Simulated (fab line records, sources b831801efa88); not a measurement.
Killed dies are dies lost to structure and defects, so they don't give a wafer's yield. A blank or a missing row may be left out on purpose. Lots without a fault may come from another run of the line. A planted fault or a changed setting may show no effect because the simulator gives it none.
Chamber matching | flow sky130 | SKY_VIA1_CMP_02 on cmp-01: 4 sister chambers
The step polishes SiO2. 18 wafers are shown with their chamber, then 9 later ones without.

WAFERS WITH THEIR CHAMBER
wafer  | chamber | motor_current_A (A)
L782.2 | 3       | 12.6
L782.3 | 1       | 14.6
L782.5 | 1       | 14.3
L781.2 | 2       | 12.5
L781.3 | 1       | 13.5
L781.6 | 2       | 11.0
L783.1 | 0       | 12.8
L783.3 | 1       | 13.7
L783.5 | 3       | 12.8
L787.1 | 1       | 14.4
L787.2 | 3       | 12.9
L787.5 | 0       | 12.6
L789.2 | 2       | 12.3
L789.4 | 0       | 12.5
L789.6 | 0       | 13.3
L793.1 | 2       | 12.1
L793.2 | 3       | 12.8
L793.3 | 0       | 12.7

SIGNATURES (means of the wafers above)
reading         | chamber 0 | chamber 1 | chamber 2 | chamber 3 | scatter within a chamber
motor_current_A | 12.780    | 14.100    | 11.975    | 12.775    | 0.438
Rule: a wafer's distance from a chamber is the root of the sum, over the readings, of the square of ((its reading less the chamber's mean) divided by the reading's scatter). The wafer belongs to the nearest chamber; if the next one is less than 2 further off, it can't be placed. The scatter: the root of (the sum of the squares of (reading less its chamber's mean) over the shown wafers, divided by (wafers less chambers)).

WAFERS WITHOUT THEIR CHAMBER
wafer  | motor_current_A (A)
L799.2 | 13.0
L799.3 | 14.1
L799.6 | 12.5
L801.1 | 12.6
L801.2 | 12.4
L801.5 | 12.2
L802.1 | 14.2
L802.2 | 12.3
L802.6 | 12.9

WHICH CHAMBER EACH WENT THROUGH
wafer  | from the rows above          | in truth
L799.2 | can't be placed: 0 or 3 or 2 | 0
L799.3 | 1                            | 1
L799.6 | can't be placed: 3 or 0 or 2 | 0
L801.1 | can't be placed: 3 or 0 or 2 | 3
L801.2 | can't be placed: 3 or 0 or 2 | 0
L801.5 | can't be placed: 2 or 3 or 0 | 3
L802.1 | 1                            | 1
L802.2 | can't be placed: 2 or 3 or 0 | 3
L802.6 | can't be placed: 0 or 3 or 2 | 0
Placed correctly: 2 of 9. Can't be placed from these rows: 7 (the true chamber is among the candidates in 7). Placed wrongly: 0.
